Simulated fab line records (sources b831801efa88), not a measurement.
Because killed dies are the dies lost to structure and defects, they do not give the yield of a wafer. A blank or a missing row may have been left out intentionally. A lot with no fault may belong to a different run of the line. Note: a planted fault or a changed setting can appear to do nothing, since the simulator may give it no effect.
A struck lot beside a sound one ; flow sky130 ; 38 out of 708 route steps
Sound: wafers L783.2, L783.3, L783.5. The struck wafers were L781.1, L781.2, L781.6. Last of all comes the cause.
Per side, at each step with rows, come the tool, then ch with its chambers, and then its first start. Under that, the readings that differ: sound wafers ; struck wafers ; difference of the means ; sigmas: that difference in standard deviations of wafers without a fault.
alike: readings with means less than 2 such deviations apart, plus words and numbers identical on both sides. not compared: withheld readings, readings lacking a value on some wafer, bounds such as >300 that could conceal the same value, and numbers that have no deviation in the record and whose values overlap.
A row with sigmas, a row that says differs or no value, or rows on one side alone: a step with any of these is where the two part. Numbers that have no deviation but don't overlap get no sigmas and don't part them. Lack of a reading on every wafer of one side parts them only where that side has two or more wafers.

first, 10 steps without rows for these wafers: SKY_DNWELL_DEVELOP_06 (develop time 60 s); SKY_DNWELL_IMPLANT_07; SKY_DNWELL_STRIP_08 (strips in O2/N2); SKY_PWDE_DEHYDRATE_00 (time 60 s); SKY_PWDE_HMDS_01 (prime time 60 s); SKY_PWDE_COAT_02 (resist thk 3000 nm); SKY_PWDE_SOFTBAKE_03; SKY_PWDE_EXPOSE_04 (exposes mask PWDEM, target cd 840 nm); SKY_PWDE_PEB_05; SKY_PWDE_DEVELOP_06 (develop time 60 s).
SKY_PWDE_IMPLANT_08:
  sound on implanter-02 ch 0, day 7 02:26; struck on implanter-04 ch 0, day 6 14:59
reading;sound;struck;difference;sigmas
dose_ions_cm2;3.598e+12 3.597e+12 3.609e+12;3.886e+12 3.892e+12 3.888e+12;+2.873e+11;+76
faraday_current_uA;20.5 20.5 20.7;21.8 22.1 22.2;+1.5;+4
then, 1 step without rows for these wafers: SKY_PWDE_STRIP_09 (strips in O2/N2).
SKY_PWDE_TW_MEAS_10:
  sound: film_metro-04 at day 7 02:40; struck: film_metro-04 at day 6 15:14
reading;sound;struck;difference;sigmas
PWDE_TW;364.9 366.2 364.9;375.5 374.0 374.3;+9.3;+4
  not compared: hold
then, 22 steps without rows for these wafers: SKY_NWELL_DEHYDRATE_03 (time 60 s); SKY_NWELL_HMDS_04 (prime time 60 s); SKY_NWELL_COAT_05 (resist thk 3000 nm); SKY_NWELL_SOFTBAKE_06; SKY_NWELL_EXPOSE_07 (exposes mask NWM, target cd 840 nm); SKY_NWELL_PEB_08; SKY_NWELL_DEVELOP_09 (develop time 60 s); SKY_NWELL_IMPLANT_11; SKY_NWELL_IMPLANT_12; SKY_NWELL_IMPLANT_13; SKY_NWELL_STRIP_14 (strips in O2/N2); SKY_NWELL_DEHYDRATE_16 (time 60 s); SKY_NWELL_HMDS_17 (prime time 60 s); SKY_NWELL_COAT_18 (resist thk 3000 nm); SKY_NWELL_SOFTBAKE_19; SKY_NWELL_EXPOSE_20 (exposes mask NWM COMPLEMENT, target cd 840 nm); SKY_NWELL_PEB_21; SKY_NWELL_DEVELOP_22 (develop time 60 s); SKY_NWELL_IMPLANT_24; SKY_NWELL_STRIP_25 (strips in O2/N2); SKY_NWELL_CLEAN_27 (cleans in SC1/SC2, time 150 s); SKY_NWELL_RTA_28 (time 30 s).
SKY_NWELL_RS_MEAS_31: a four-point-probe measurement.
  sound: film_metro-04 at day 8 19:06; struck: film_metro-01 at day 8 11:13
reading;sound;struck;difference;sigmas
PWDE_RS (ohm/sq);5286 5282 5283;4969 4975 4968;-313;-16
  not compared: hold
SKY_VT_ADJUST_HVTP_DEHYDRATE_00: time 60 s.
  sound on litho_track-03 ch 0, day 9 05:51; struck on litho_track-01 ch 0, day 8 20:44
reading;sound;struck;difference;sigmas
hold;- - -;await_dispo/3.0h/release await_dispo/3.0h/release await_dispo/3.0h/release;no value on the sound wafers;
-- a jump in the record: the struck wafers' starts before and after are 40 days apart (it breaks off in module VT_ADJUST_HVTP and resumes in module PAD_OPEN, where the first step shown is number 708 of the route) --
SKY_PAD_OPEN_PROBE_99:
  sound: prober-02 at day 49 10:29; struck: prober-01 at day 49 03:15
reading;sound;struck;difference;sigmas
killed_dies;82 77 86;104 104 96;+20;+2
model.etest.res_pwde_under_gate.rs_ohm_sq;6248 6314 6298;5882 5872 5845;-420;
  alike: killed_at_M0_to_M3, killed_at_M4_up, killed_at_contacts, killed_at_front_end, killed_at_other, killed_open, killed_short

WHERE THEY PART
Earliest at SKY_PWDE_IMPLANT_08; latest, in this record, at SKY_PAD_OPEN_PROBE_99.

WHY: what had been put in by the simulator
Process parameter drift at SKY_PWDE_IMPLANT_08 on implanter-04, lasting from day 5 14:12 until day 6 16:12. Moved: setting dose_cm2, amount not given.
